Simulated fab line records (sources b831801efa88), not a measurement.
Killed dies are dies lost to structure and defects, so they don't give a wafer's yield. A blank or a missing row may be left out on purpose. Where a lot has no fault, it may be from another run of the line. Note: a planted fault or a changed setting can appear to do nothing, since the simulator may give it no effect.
A lot that was struck, set against a sound lot :: flow sky130 :: 15 steps out of a route of 708
Sound: the wafers L446.2, L446.3, L446.6. Struck: wafer L460.6 (L460.1, L460.5, from the same lot, were not struck and are left out); the cause is given at the end.
At each step with rows: each side's tool, then ch and its chambers, then its first start. Under that, the readings that differ: sound wafers :: struck wafers :: difference of the means :: sigmas: that difference in standard deviations of wafers without a fault.
alike: a reading whose means differ by less than 2 such deviations, as well as words and numbers matching on both sides. not compared: withheld readings; readings where some wafer has no value; bounds like >300 that might hide an equal value; numbers whose values overlap and for which the record gives no deviation.
A row with sigmas, a row that says differs or no value, or rows on one side alone: a step with any of these is where the two part. Numbers that don't overlap but have no deviation are shown without sigmas and don't part them. Lack of a reading on every wafer of one side parts them only where that side has two or more wafers.

first, 2 steps without rows for these wafers: SKY_VT_ADJUST_PCH_PEB_05; SKY_VT_ADJUST_PCH_DEVELOP_06 (develop time 60 s).
SKY_VT_ADJUST_PCH_OVL_MEAS_07:
  sound on overlay-02, day 11 04:05; struck on overlay-02, day 15 07:05
  alike: VT_ADJUST_PCH_OVL
after that, 1 step had no rows for these wafers: SKY_VT_ADJUST_PCH_IMPLANT_08.
SKY_VT_ADJUST_PCH_STRIP_09: strips in O2/N2.
  sound on plasma_asher-01 ch 0,1, day 11 04:16; struck on plasma_asher-03 ch 1, day 15 07:16
reading: n2_flow_sccm (sccm)
sound: 299.5 298.4 300.2
struck: 302.4
difference: +3.0
sigmas: +4

reading: strip_time_to_endpoint_s (s)
sound: 36.87 37.02 36.90
struck: 36.69
difference: -0.24
sigmas: -2
  alike: drypump_motor_current_A, oes_product_au
  not compared: rf_hours_counter_h
SKY_VT_ADJUST_PCH_TW_MEAS_10:
  sound on film_metro-03, day 11 04:23; struck on film_metro-02, day 15 07:22
  alike: VT_ADJUST_PCH_TW
then, 6 steps without rows for these wafers: SKY_SONOS_TUNNEL_DEHYDRATE_00 (time 60 s); SKY_SONOS_TUNNEL_HMDS_01 (prime time 60 s); SKY_SONOS_TUNNEL_COAT_02 (resist thk 1140 nm); SKY_SONOS_TUNNEL_SOFTBAKE_03 (time 60 s); SKY_SONOS_TUNNEL_EXPOSE_04 (exposes mask TUNM, target cd 410 nm); SKY_SONOS_TUNNEL_PEB_05.
SKY_SONOS_TUNNEL_DEVELOP_06: develop time 60 s.
  sound on litho_track-01 ch 0, day 12 03:34; struck on litho_track-03 ch 0, day 16 10:28
  alike: chill_plate_temp_C
SKY_SONOS_TUNNEL_OVL_MEAS_08:
  sound on overlay-01, day 12 03:49; struck on overlay-02, day 16 14:19
reading: hold
sound: - - -
struck: await_dispo/3.3h/release
difference: no value on the sound wafers
sigmas: 
  alike: SONOS_TUNNEL_OVL
-- the record jumps here: 33 days lie between the struck wafers' starts before and after (it left off in module SONOS_TUNNEL and takes up again in module PAD_OPEN, whose first step shown is number 708 of the route) --
SKY_PAD_OPEN_PROBE_99:
  sound on prober-01, day 46 08:10; struck on prober-01, day 49 19:36
reading: hold
sound: - - -
struck: await_dispo/3.5h/release
difference: no value on the sound wafers
sigmas: 

reading: killed_at_contacts
sound: 19 21 19
struck: 38
difference: +18
sigmas: +4

reading: killed_at_front_end
sound: 13 14 18
struck: 412
difference: +397
sigmas: +90

reading: killed_dies
sound: 66 93 70
struck: 492
difference: +416
sigmas: +45

reading: killed_on_rim
sound: 13 16 11
struck: 96
difference: +83
sigmas: +23
  alike: killed_at_M0_to_M3, killed_at_M4_up, killed_at_other, killed_open, killed_short

WHERE THEY PART
Earliest at SKY_VT_ADJUST_PCH_STRIP_09; latest, in this record, at SKY_PAD_OPEN_PROBE_99.

WHY: the cause the simulator had injected
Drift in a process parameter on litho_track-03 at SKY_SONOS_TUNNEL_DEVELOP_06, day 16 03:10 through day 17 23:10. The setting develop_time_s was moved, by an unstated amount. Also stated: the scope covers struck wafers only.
